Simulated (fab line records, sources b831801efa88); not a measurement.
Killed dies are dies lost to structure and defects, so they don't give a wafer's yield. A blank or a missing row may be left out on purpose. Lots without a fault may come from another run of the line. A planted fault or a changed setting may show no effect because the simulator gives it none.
fab line records | flow sfq_line
record lots=6 wafers=18 last_day=91
route steps=325 shown M7@285 I7@296 M8@311
lots that met no fault: from a run of the same line without faults
start_h: hours from the record's first day to the start of the lot's first wafer shown | wait_h: hours since the lot's step before | " the same as in the row above | L1.1+2: a row that stands for several wafers | - no value, or no start given | * or withheld: withheld | < > ~ a bound
route shown NAME@n: a module of which the file shows steps, and the number in the route of the first | usual: mean/standard deviation of fault-free wafers | same: alike in all rows | chamber/n: place in a boat | sites: the reading at each site | _std_site: their standard deviation | _edge_site: outer sites' mean less inner sites' | radius_mm: how far each site lies from the wafer's centre | mask NAME#n: copy n | behind: the tool/chamber that last shaped the wafer | hold: why the lot was held/for how many hours/how that ended | device: the transistor (n, p or np) that didn't switch | end of line: the same wafers' tests at the end of the route | a step without rows: its recipe alone | killed: dies lost to structure and defects at the first sort, not the wafer's yield | map: a wafer's dies, x killed, . not, _ none there
set.NAME: the setting as run; set.NAME@STEP: as run at that earlier step | model.NAME: the simulator's own value behind a step, which no gauge read
lots at some steps of the route; a table a step, a row a wafer
services: from which hour (start_h, from the record's first day; less than 0 if before it) a tool's chamber was out of use, for how many hours, and why
## steps
# step SFQ_TRILAYER_M7_LITHO_COAT_182
# recipe resist=BARC spin_rpm=3000 resist_thk_nm=62
# step SFQ_TRILAYER_M7_LITHO_COAT_177
# recipe resist=KrF spin_rpm=3000 resist_thk_nm=600
# step SFQ_TRILAYER_M7_LITHO_SOFTBAKE_181
# recipe temp_c=withheld time_s=withheld resist=KrF
# step SFQ_TRILAYER_M7_LITHO_EXPOSE_178
# recipe mask_id=M7 na=0.6 source_shape=conventional sigma_outer=0.65 target_cd_nm=500 dose_mj=14.4
# step SFQ_TRILAYER_M7_LITHO_PEB_180
# recipe peb_temp_c=115 peb_time_s=60 resist=KrF
# step SFQ_TRILAYER_M7_LITHO_DEVELOP_179
# recipe time_s=60 resist=KrF
# step SFQ_M7_OVL_MEAS_945
# usual M7_OVL=2/6.5
# columns lot.wafer tool chamber start_h wait_h M7_OVL[nm]
L785.2 overlay-01 - 1903.82 0.1 -8
L785.3 " - " " 4
L785.5 " - " " 0
L786.2 overlay-01 - 1905.02 0.1 0
L786.3 " - " " -2
L786.5 " - " " -2
L791.1 overlay-02 - 2033.13 0.1 8
L791.2 " - " " -1
L791.3 " - " " 4
L793.3 overlay-01 - 2034.34 0.1 7
L793.4 " - " " 6
L793.6 " - " " 0
L799.2 overlay-02 - 2057.58 0.1 4
L799.4 " - " " 4
L799.5 " - " " 14
L800.1 overlay-02 - 2059.97 0.1 0
L800.3 " - " " 6
L800.4 " - " " 3
# step SFQ_TRILAYER_M7_BARC_OPEN_METAL_ETCH_229
# recipe mask_material=PR chemistry=O2 target_depth_nm=125 target=BARC icp_w=600 bias_w=80 pressure_mtorr=10 time_s=41.7
# usual drypump_motor_current_A=5.4/0.5 oes_product_au=0.685/0.0043
# columns lot.wafer tool chamber start_h wait_h drypump_motor_current_A oes_product_au rf_hours_counter_h
L785.2 rie_metal-03 0 1903.85 0.0 5.7 0.682 54
L785.3 " 0 " " 5.6 0.686 -
L785.5 " 1 " " 4.9 0.687 -
L786.2 rie_metal-02 1 1905.05 0.0 4.8 0.686 104
L786.3 " 1 " " 4.8 0.679 -
L786.5 " 0 " " 5.8 0.680 -
L791.1 rie_metal-04 0 2033.17 0.0 5.0 0.681 19
L791.2 " 1 " " 6.2 0.687 98
L791.3 " 1 " " 6.2 0.691 -
L793.3 rie_metal-02 1 2034.39 0.0 4.8 0.686 -
L793.4 " 0 " " 5.8 0.688 -
L793.6 " 0 " " 5.8 0.684 -
L799.2 rie_metal-04 0 2057.61 0.0 5.0 0.682 22
L799.4 " 1 " " 6.2 0.682 -
L799.5 " 0 " " 5.0 0.690 -
L800.1 rie_metal-03 1 2060.01 0.0 4.9 0.687 74
L800.3 " 1 " " 4.9 0.682 -
L800.4 " 0 " " 5.6 0.681 -
# step SFQ_TRILAYER_M7_ETCH_METAL_ETCH_180
# recipe target=Nb stop_on=SiO2 mask_material=PR chemistry=Cl2/Ar target_depth_nm=240 icp_w=600 bias_w=80 pressure_mtorr=10 time_s=120
# step SFQ_TRILAYER_M7_STRIP_STRIP_181
# recipe gas=O2 power_w=200 platen_temp_c=40 overash_fraction=0.65 chemistry=O2 pressure_mtorr=50
# usual drypump_motor_current_A=5.4/0.49 oes_product_au=0.997/0.011
# columns lot.wafer tool chamber start_h wait_h drypump_motor_current_A oes_product_au rf_hours_counter_h
L785.2 rie_metal-03 0 1904.04 0.1 5.7 1.008 54
L785.3 " 0 " " 5.6 0.997 -
L785.5 " 1 " " 4.9 0.995 -
L786.2 rie_metal-02 1 1905.24 0.1 4.8 0.976 104
L786.3 " 1 " " 4.8 0.981 -
L786.5 " 0 " " 5.8 1.017 -
L791.1 rie_metal-04 0 2033.35 0.1 5.0 0.982 19
L791.2 " 1 " " 6.2 0.999 99
L791.3 " 1 " " 6.2 0.997 -
L793.3 rie_metal-02 1 2034.75 0.2 4.8 0.977 -
L793.4 " 0 " " 5.8 1.018 -
L793.6 " 0 " " 5.8 1.012 -
L799.2 rie_metal-04 0 2057.79 0.1 5.0 0.984 22
L799.4 " 1 " " 6.2 0.992 -
L799.5 " 0 " " 5.0 0.995 -
L800.1 rie_metal-03 1 2060.19 0.1 5.0 1.000 74
L800.3 " 1 " " 4.9 0.987 -
L800.4 " 0 " " 5.7 1.003 -
# step SFQ_TRILAYER_M7_STRIP_SOLV_CLEAN_182
# recipe chemistry=NMP temp_c=70 time_s=600
# step SFQ_TRILAYER_I7_DEP_PECVD_183
# recipe material=SiO2 temp_c=150 time_s=111.11 pressure_torr=2.4 rf_w=183.3 precursor=SiH4/N2O target_thk_nm=500
# usual chamber_pressure_Torr=2.400/0.0057 heater_power_outer_w=30/8 heater_power_w=82/12 throttle_valve_pct=24.7/1.2
# columns lot.wafer tool chamber start_h wait_h chamber_pressure_Torr heater_power_outer_w heater_power_w throttle_valve_pct
L785.2 pecvd-02 0 1904.81 0.0 2.396 30 79 23.2
L785.3 " 2 " " 2.407 32 81 23.5
L785.5 " 2 " " 2.398 35 85 23.1
L786.2 pecvd-03 2 1906.01 0.0 2.391 16 67 26.1
L786.3 " 1 " " 2.406 37 86 25.9
L786.5 " 0 " " 2.400 33 89 24.8
L791.1 pecvd-03 2 2034.13 0.0 - - - -
L791.2 " 1 " " - - - -
L791.3 " 0 " " - - - -
L793.3 pecvd-02 2 2035.34 0.0 - - - -
L793.4 " 0 " " - - - -
L793.6 " 1 " " - - - -
L799.2 pecvd-02 0 2058.57 0.0 2.399 34 86 23.4
L799.4 " 2 " " 2.409 42 93 23.8
L799.5 " 1 " " 2.392 21 68 22.7
L800.1 pecvd-01 2 2060.97 0.0 2.400 28 100 25.3
L800.3 " 0 " " 2.402 39 91 25.7
L800.4 " 2 " " 2.401 33 103 25.4
# step SFQ_TRILAYER_I7_CMP_CMP_184
# recipe material=SiO2 down_force_psi=3 platen_rpm=60 pad_velocity_m_s=0.94248
# usual motor_current_A=10.1/1.3 time_to_endpoint_s=212/7.5
# columns lot.wafer tool chamber start_h wait_h motor_current_A time_to_endpoint_s
L785.2 cmp-02 3 1904.89 0.0 9.0 202
L785.3 " 2 1906.51 1.7 11.0 218
L785.5 " 0 1907.58 2.7 10.6 211
L786.3 cmp-01 1 1906.60 0.5 7.1 229
L786.2 " 2 " " 10.8 221
L786.5 " 0 1908.10 2.0 12.5 220
L791.3 cmp-02 1 2034.20 0.0 9.9 -
L791.1 " 2 " " 11.1 -
L791.2 " 0 2035.70 1.5 9.9 -
L793.3 cmp-01 2 2036.59 1.2 10.2 -
L793.4 " 3 " " 10.4 -
L793.6 " 2 2038.59 3.2 10.2 -
L799.2 cmp-02 0 2066.00 7.4 10.4 204
L799.4 " 2 2067.00 8.4 12.0 214
L799.5 " 0 2068.00 9.4 10.1 215
L800.1 cmp-02 1 2068.50 7.5 10.0 207
L800.4 " 2 " " 11.8 220
L800.3 " 3 " " 8.9 209
# step SFQ_I7_BOW_MEAS_946
# recipe mode=bow
# usual I7_BOW=9/9.7
# columns lot.wafer tool chamber start_h wait_h I7_BOW[um]
L785.2 film_metro-01 - 1908.14 2.7 6
L785.3 " - " " 8
L785.5 " - " " 18
L786.2 film_metro-03 - 1909.12 1.5 1
L786.3 " - " " -5
L786.5 " - " " -14
L791.1 film_metro-01 - 2037.20 2.0 8
L791.2 " - " " 15
L791.3 " - " " 7
L793.3 film_metro-03 - 2039.13 2.0 12
L793.4 " - " " 6
L793.6 " - " " 1
L799.2 film_metro-03 - 2068.52 2.0 15
L799.4 " - " " 21
L799.5 " - " " 21
L800.1 film_metro-04 - 2071.50 2.5 15
L800.3 " - " " 17
L800.4 " - " " 25
# step SFQ_TRILAYER_I7_METRO_MEASURE_185
# columns lot.wafer tool chamber start_h wait_h
L785.2+3+5 film_metro-01 - 1908.44 0.3
L786.2+3+5 film_metro-03 - 1909.42 0.3
L791.1+2+3 film_metro-01 - 2037.32 0.1
L793.3+4+6 film_metro-03 - 2039.61 0.5
L799.2+4+5 film_metro-03 - 2068.82 0.3
L800.1+3+4 film_metro-04 - 2071.62 0.1
# step SFQ_TRILAYER_I7_VIA_LITHO_COAT_192
# recipe resist=BARC spin_rpm=3000 resist_thk_nm=62
# step SFQ_TRILAYER_I7_VIA_LITHO_COAT_187
# recipe resist=KrF spin_rpm=3000 resist_thk_nm=650
# step SFQ_TRILAYER_I7_VIA_LITHO_SOFTBAKE_191
# recipe temp_c=withheld time_s=withheld resist=KrF
# step SFQ_TRILAYER_I7_VIA_LITHO_EXPOSE_188
# recipe mask_id=I7 na=0.6 source_shape=conventional sigma_outer=0.65 target_cd_nm=1000 dose_mj=21.3
# step SFQ_TRILAYER_I7_VIA_LITHO_PEB_190
# recipe peb_temp_c=115 peb_time_s=60 resist=KrF
# step SFQ_TRILAYER_I7_VIA_LITHO_DEVELOP_189
# recipe time_s=60 resist=KrF
# step SFQ_I7_OVL_MEAS_947
# usual I7_OVL=2/5.9
# columns lot.wafer tool chamber start_h wait_h I7_OVL[nm]
L785.2 overlay-01 - 1912.22 0.1 4
L785.3 " - " " -2
L785.5 " - " " -2
L786.2 overlay-02 - 1913.42 0.1 6
L786.3 " - " " 6
L786.5 " - " " 6
L791.1 overlay-01 - 2040.90 0.1 6
L791.2 " - " " 6
L791.3 " - " " 13
L793.3 overlay-01 - 2042.67 0.1 3
L793.4 " - " " 11
L793.6 " - " " 6
L799.2 overlay-01 - 2145.30 0.1 11
L799.4 " - " " 7
L799.5 " - " " 7
L800.1 overlay-01 - 2150.10 0.1 1
L800.3 " - " " 7
L800.4 " - " " 3
# step SFQ_TRILAYER_I7_VIA_BARC_OPEN_VIA_ETCH_260
# recipe mask_material=PR chemistry=O2 target_depth_nm=125 target=BARC source_w=500 bias_w=80 pressure_mtorr=30 time_s=41.7
# usual drypump_motor_current_A=5.6/0.49 oes_product_au=0.684/0.0049
# columns lot.wafer tool chamber start_h wait_h drypump_motor_current_A oes_product_au rf_hours_counter_h
L785.2 rie_diel-03 3 1912.25 0.0 4.9 0.682 4
L785.3 " 2 " " 5.6 0.679 19
L785.5 " 2 " " 5.6 0.683 -
L786.2 rie_diel-02 1 1913.45 0.0 5.4 0.677 14
L786.3 " 2 " " 5.7 0.685 2
L786.5 " 1 " " 5.4 0.689 -
L791.1 rie_diel-02 2 2040.93 0.0 5.7 0.674 4
L791.2 " 0 " " 5.9 0.683 1
L791.3 " 3 " " 6.4 0.686 7
L793.3 rie_diel-03 3 2042.69 0.0 4.9 0.682 5
L793.4 " 0 " " 4.8 0.680 6
L793.6 " 1 " " 5.6 0.681 -
L799.2 rie_diel-03 2 2145.33 0.0 5.6 0.689 1
L799.4 " 3 " " 4.9 0.681 5
L799.5 " 2 " " 5.6 0.684 -
L800.1 rie_diel-03 0 2150.13 0.0 4.8 0.685 7
L800.3 " 3 " " 4.9 0.685 5
L800.4 " 2 " " 5.6 0.682 1
# step SFQ_TRILAYER_I7_VIA_ETCH_VIA_ETCH_190
# recipe target=SiO2 stop_on=Nb mask_material=PR taper_deg=20 chemistry=CHF3 target_depth_nm=260 source_w=500 bias_w=80 pressure_mtorr=30 time_s=withheld
# usual drypump_motor_current_A=5.6/0.49 oes_product_au=0.853/0.0047
# columns lot.wafer tool chamber start_h wait_h drypump_motor_current_A oes_product_au model.etch.depth_nm
L785.2 rie_diel-03 3 1912.29 0.0 5.0 0.844 199.9
L785.3 " 2 " " 5.6 0.860 200.7
L785.5 " 2 " " 5.6 0.846 200.1
L786.2 rie_diel-02 1 1913.49 0.0 5.4 0.850 199.1
L786.3 " 2 " " 5.7 0.859 199.5
L786.5 " 1 " " 5.4 0.853 197.2
L791.1 rie_diel-02 2 2040.97 0.0 5.7 0.372 0
L791.2 " 0 " " 5.9 0.380 0
L791.3 " 3 " " 6.4 0.378 0
L793.3 rie_diel-03 3 2042.73 0.0 4.9 0.384 0
L793.4 " 0 " " 4.8 0.374 0
L793.6 " 1 " " 5.6 0.374 0
L799.2 rie_diel-03 2 2145.37 0.0 5.6 0.851 198.8
L799.4 " 3 " " 4.9 0.855 198.4
L799.5 " 2 " " 5.7 0.850 199
L800.1 rie_diel-03 0 2150.17 0.0 4.8 0.849 199.1
L800.3 " 3 " " 4.9 0.854 198.9
L800.4 " 2 " " 5.7 0.853 199.5
# step SFQ_TRILAYER_I7_VIA_STRIP_STRIP_191
# recipe gas=O2 power_w=200 platen_temp_c=40 overash_fraction=0.65 chemistry=O2 pressure_mtorr=50
# usual drypump_motor_current_A=5.3/0.49 oes_product_au=1.000/0.013
# columns lot.wafer tool chamber start_h wait_h drypump_motor_current_A oes_product_au rf_hours_counter_h
L785.2 rie_metal-02 1 1912.41 - 4.8 0.985 106
L785.3 " 1 " " 4.8 0.988 -
L785.5 " 1 " " 4.8 0.981 -
L786.2 rie_metal-01 1 1913.81 - 5.0 0.988 -
L786.3 " 1 " " 5.0 0.993 -
L786.5 " 1 " " 5.0 0.995 -
L791.1 rie_metal-04 0 2041.09 - 5.0 0.983 20
L791.2 " 1 " " 6.2 1.002 100
L791.3 " 0 " " 5.0 0.980 -
L793.3 rie_metal-04 0 2043.04 - 5.0 0.995 -
L793.4 " 1 " " 6.2 1.013 -
L793.6 " 0 " " 5.0 1.002 -
L799.2 rie_metal-04 0 2145.69 - 5.0 0.988 -
L799.4 " 0 " " 5.0 0.991 -
L799.5 " 0 " " 5.0 1.010 -
L800.1 rie_metal-02 1 2150.29 - 4.8 0.987 16
L800.3 " 0 " " 5.8 1.022 -
L800.4 " 1 " " 4.8 0.986 -
# step SFQ_TRILAYER_I7_VIA_STRIP_SOLV_CLEAN_192
# recipe chemistry=NMP temp_c=70 time_s=600
# step SFQ_TRILAYER_M8_LITHO_LOR_COAT_197
# recipe resist=lift-off spin_rpm=3000
# step SFQ_TRILAYER_M8_LITHO_LOR_BAKE_198
# recipe resist=lift-off temp_c=withheld time_s=withheld
# step SFQ_TRILAYER_M8_LITHO_COAT_193
# recipe resist=KrF spin_rpm=3000 resist_thk_nm=600
# step SFQ_TRILAYER_M8_LITHO_SOFTBAKE_199
# recipe temp_c=withheld time_s=withheld resist=KrF
# step SFQ_TRILAYER_M8_LITHO_EXPOSE_194
# recipe mask_id=M8 na=0.6 source_shape=conventional sigma_outer=0.65 target_cd_nm=2000 dose_mj=14.4
# usual exposure_dose_mJ_cm2=14.396/0.015 focus_offset_nm=0.1/0.54
# columns lot.wafer tool chamber start_h wait_h mask exposure_dose_mJ_cm2 focus_offset_nm
L785.2 krf_scanner-01 0 2015.03 - M8#0 14.401 0.2
L785.3 " 0 " " M8#0 14.378 0.1
L785.5 " 0 " " M8#0 14.401 0.5
L786.2 krf_scanner-01 0 2016.23 - M8#0 14.384 1.2
L786.3 " 0 " " M8#0 14.387 0.6
L786.5 " 0 " " M8#0 14.388 1.0
L791.1 krf_scanner-02 - 2044.07 - M8#0 - -
L791.2 " - " " M8#0 - -
L791.3 " - " " M8#0 - -
L793.3 krf_scanner-02 - 2122.47 - M8#0 - -
L793.4 " - " " M8#0 - -
L793.6 " - " " M8#0 - -
L799.2 krf_scanner-01 0 2175.00 - M8#0 14.406 -0.6
L799.4 " 0 " " M8#0 14.400 0.1
L799.5 " 0 " " M8#0 14.391 0.6
L800.1 krf_scanner-01 0 2176.00 - M8#0 14.394 1.1
L800.3 " 0 " " M8#0 14.373 0.3
L800.4 " 0 " " M8#0 14.401 -0.2
# step SFQ_TRILAYER_M8_LITHO_PEB_196
# recipe peb_temp_c=115 peb_time_s=60 resist=KrF
# step SFQ_TRILAYER_M8_LITHO_DEVELOP_195
# recipe img_clear_s=15 time_s=55 resist=KrF
# step SFQ_M8_OVL_MEAS_948
# usual M8_OVL=3/4.6
# columns lot.wafer tool chamber start_h wait_h M8_OVL[nm]
L785.2 overlay-02 - 2016.33 0.1 4
L785.3 " - " " 1
L785.5 " - " " 5
L786.2 overlay-02 - 2017.53 0.1 -2
L786.3 " - " " 3
L786.5 " - " " 1
L791.1 overlay-02 - 2045.57 0.1 -
L791.2 " - " " -
L791.3 " - " " -
L793.3 overlay-02 - 2123.58 0.1 -
L793.4 " - " " -
L793.6 " - " " -
L799.2 overlay-01 - 2176.30 0.1 4
L799.4 " - " " 0
L799.5 " - " " -4
L800.1 overlay-01 - 2177.49 0.1 -1
L800.3 " - " " -3
L800.4 " - " " 7
# step SFQ_TRILAYER_M8_DEP_EVAP_197
# recipe material=Ti angular_spread_deg=1 target_thk_nm=20 time_s=100 power_w=2000
# step SFQ_TRILAYER_M8_DEP_EVAP_198
# recipe material=Pt angular_spread_deg=1 target_thk_nm=50 time_s=250 power_w=2000
# step SFQ_TRILAYER_M8_DEP_EVAP_196
# recipe material=Au angular_spread_deg=1 target_thk_nm=180 time_s=900 power_w=2000
# step SFQ_M8_RS_MEAS_949
# recipe thk_meas_gauge=four-point-probe reads=Au_of_TRILAYER_M8_DEP_EVAP_196+Pt_of_TRILAYER_M8_DEP_EVAP_198+Ti_of_TRILAYER_M8_DEP_EVAP_197
# usual M8_AU_RS=0.1534/0.0019
# columns lot.wafer tool chamber start_h wait_h M8_AU_RS[ohm/sq]
L785.2 film_metro-01 - 2017.12 0.3 0.1543
L785.3 " - " " 0.1543
L785.5 " - " " 0.1552
L786.2 film_metro-01 - 2018.32 0.3 0.1525
L786.3 " - " " 0.1533
L786.5 " - " " 0.1527
L791.1 film_metro-02 - 2046.35 0.3 0.1533
L791.2 " - " " 0.1551
L791.3 " - " " 0.1536
L793.3 film_metro-01 - 2124.39 0.3 0.1537
L793.4 " - " " 0.1538
L793.6 " - " " 0.1552
L799.2 film_metro-02 - 2177.09 0.3 0.1544
L799.4 " - " " 0.1577
L799.5 " - " " 0.1531
L800.1 film_metro-03 - 2178.27 0.3 0.1539
L800.3 " - " " 0.1549
L800.4 " - " " 0.1540
# step SFQ_M8_THK_MEAS_950
# recipe thk_meas_gauge=xrf reads=Au_of_TRILAYER_M8_DEP_EVAP_196
# usual M8_AU_THK=180.3/2.3
# columns lot.wafer tool chamber start_h wait_h M8_AU_THK[nm]
L785.2 film_metro-01 - 2017.23 0.1 180.3
L785.3 " - " " 180.5
L785.5 " - " " 179.0
L786.2 film_metro-01 - 2018.43 0.1 183.0
L786.3 " - " " 182.0
L786.5 " - " " 182.1
L791.1 film_metro-02 - 2046.47 0.1 180.2
L791.2 " - " " 177.9
L791.3 " - " " 179.7
L793.3 film_metro-01 - 2124.49 0.1 179.3
L793.4 " - " " 178.4
L793.6 " - " " 177.6
L799.2 film_metro-02 - 2177.20 0.1 179.7
L799.4 " - " " 174.9
L799.5 " - " " 180.5
L800.1 film_metro-03 - 2178.39 0.1 180.6
L800.3 " - " " 179.4
L800.4 " - " " 180.3
# step SFQ_TRILAYER_M8_LIFTOFF_LIFTOFF_197
# recipe temp_c=80 time_s=600 chemistry=NMP
# step SFQ_M8_BOW_MEAS_951
# recipe mode=bow
# usual M8_BOW=10/9.5
# columns lot.wafer tool chamber start_h wait_h M8_BOW[um] model.etest.m8.ohm_sq model.etest.i7.link_ohm
L785.2 film_metro-03 - 2017.48 0.0 6 0.1547 1.052
L785.3 " - " " 8 0.1544 1.062
L785.5 " - " " 16 0.1557 1.051
L786.2 film_metro-01 - 2018.68 0.0 2 0.1528 1.051
L786.3 " - " " -3 0.1538 1.062
L786.5 " - " " -13 0.153 1.049
L791.1 film_metro-03 - 2046.70 0.0 10 1e+06 1e+06
L791.2 " - " " 16 1e+06 1e+06
L791.3 " - " " 7 1e+06 1e+06
L793.3 film_metro-02 - 2124.74 0.0 15 1e+06 1e+06
L793.4 " - " " 7 1e+06 1e+06
L793.6 " - " " 1 1e+06 1e+06
L799.2 film_metro-01 - 2177.45 0.0 17 0.154 1.05
L799.4 " - " " 24 0.1575 1.069
L799.5 " - " " 23 0.1529 1.065
L800.1 film_metro-02 - 2178.64 0.0 15 0.1537 1.058
L800.3 " - " " 18 0.1546 1.067
L800.4 " - " " 24 0.1538 1.063
## services
# columns tool chamber start_h hours kind
cmp-02 - 1888.76 0.2 repair
rie_metal-02 - 1898.14 1.4 pm
rie_diel-03 - 1899.72 2.8 pm
rie_diel-03 3 1924.01 4.1 repair
rie_metal-04 0 1941.52 5.3 repair
cmp-02 - 1948.54 4.0 pm
cmp-02 - 1949.30 1.3 repair
rie_metal-02 1 1949.87 9.9 repair
krf_scanner-01 - 1961.12 1.3 pm
cmp-02 - 1972.42 2.0 repair
rie_diel-03 - 1982.10 0.2 repair
rie_diel-03 1 1985.32 2.6 repair
krf_scanner-01 - 2000.97 1.0 pm
rie_diel-02 3 2013.26 10.6 repair
rie_diel-02 2 2023.74 7.0 repair
cmp-02 - 2024.25 5.2 pm
rie_diel-02 0 2026.41 7.5 repair
rie_diel-03 - 2035.35 0.4 repair
krf_scanner-01 - 2044.83 0.8 pm
rie_metal-03 - 2054.90 0.2 repair
rie_diel-03 3 2069.21 7.3 repair
rie_metal-04 1 2078.97 3.3 repair
rie_diel-03 3 2159.55 16.7 repair
rie_metal-02 1 2170.20 2.2 repair
## key
first_sign step=SFQ_TRILAYER_I7_DEP_PECVD_183 reading=tool_record direction=missing
effect step=SFQ_TRILAYER_I7_VIA_ETCH_VIA_ETCH_190 reading=oes_product_au direction=down sigmas=99+ usual=0.853 struck=0.377
effect step=SFQ_TRILAYER_M8_LITHO_EXPOSE_194 reading=tool_record direction=missing
effect step=SFQ_M8_OVL_MEAS_948 reading=M8_OVL direction=missing
model_effect step=SFQ_TRILAYER_I7_VIA_ETCH_VIA_ETCH_190 value=etch.depth_nm without=199.5 struck=0
model_effect step=SFQ_M8_BOW_MEAS_951 value=etest.m8.ohm_sq without=0.1541 struck=1e+06
met_at SFQ_TRILAYER_I7_DEP_PECVD_183
struck_wafers L791.1,L791.2,L791.3,L793.3,L793.4,L793.6
onset_between 1906.01 2034.13
fault kind=skipped_step_whole tool=pecvd-02,pecvd-03 chamber=- onset_h=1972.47 steps=SFQ_TRILAYER_I7_DEP_PECVD_183 scope=struck_lots_only
